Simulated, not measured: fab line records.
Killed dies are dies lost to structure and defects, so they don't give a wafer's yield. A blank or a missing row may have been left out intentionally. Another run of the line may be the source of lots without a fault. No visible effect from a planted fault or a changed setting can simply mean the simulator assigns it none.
Which tool did it? ; flow sky130 ; 6 lots with 18 wafers sampled at 4 steps, on a route of 708 steps

WHAT THE GAUGES READ, wafer by wafer
SKY_VIA4_THK_MEAS_01.
lot;measured;on;VIA4_HDPCVD_THK (nm)
L441;day 42 18:12;film-metro-03;1746 1766 1747
L444;day 43 13:29;film-metro-02;1753 1739 1767
L446;day 44 02:23;film-metro-02;1744 1725 1738
L454;day 46 05:07;film-metro-04;1761 1751 1781
L459;day 47 06:01;film-metro-04;1789 1765 1771
L462;day 48 02:13;film-metro-04;1734 1748 1755

TOOL THAT RAN EACH LOT (tool first, then ch and the chambers of the sampled wafers, then the start)
lot;SKY_VIA2_ETCH_15;SKY_VIA2_CVD_21;SKY_VIA4_HDPCVD_00
L441;rie-diel-03 ch 0,1, day 37 10:42;cvd-w-02 ch 0,1, day 37 11:27;hdpcvd-02 ch 0,1, day 42 18:01
L444;rie-diel-04 ch 2,3, day 38 08:15;cvd-w-02 ch 0,1, day 38 09:02;hdpcvd-01 ch 0,1,2, day 43 13:17
L446;rie-diel-02 ch 0,1,3, day 38 20:41;cvd-w-02 ch 0,1, day 38 21:26;hdpcvd-02 ch 0,1,2, day 44 02:13
L454;rie-diel-04 ch 1,2,3, day 41 02:57;cvd-w-02 ch 0, day 41 03:41;hdpcvd-02 ch 0,1, day 46 04:50
L459;rie-diel-02 ch 0,1,2, day 42 06:56;cvd-w-02 ch 0,1, day 42 07:43;hdpcvd-01 ch 0,1,2, day 47 05:50
L462;rie-diel-03 ch 0,1,3, day 43 05:50;cvd-w-02 ch 0,1, day 43 06:36;hdpcvd-01 ch 1,2, day 48 02:02
- SKY_VIA2_ETCH_15: etches SiO2 in C4F8/O2/Ar, stops on TiN, target depth 546 nm, time 84 s.
- SKY_VIA2_CVD_21: deposits W, target thk 420 nm, time 126.4 s.
- SKY_VIA4_HDPCVD_00: deposits SiO2, target thk 1750 nm, time 291.7 s.

THE ANSWER, worked out from the rows above alone
Rule: the usual values come from the lots themselves. Put in order of their means at a reading, lots are off if they are a third of the lots or fewer, leave a main group of 4 or more, and stand apart from it by a gap of 3 or more times the standard deviation of the main group's means; of several such gaps the widest counts. The tables above print the reading to a certain number of digits; a main group whose means all agree to those digits is not used. Also off: a lot with no number at a reading for which 4 or more lots have one. All remaining lots with rows at the step are treated as sound.
None of the lots is off at any reading shown; this tells nothing.

WHAT HAD BEEN PUT IN BY THE SIMULATOR
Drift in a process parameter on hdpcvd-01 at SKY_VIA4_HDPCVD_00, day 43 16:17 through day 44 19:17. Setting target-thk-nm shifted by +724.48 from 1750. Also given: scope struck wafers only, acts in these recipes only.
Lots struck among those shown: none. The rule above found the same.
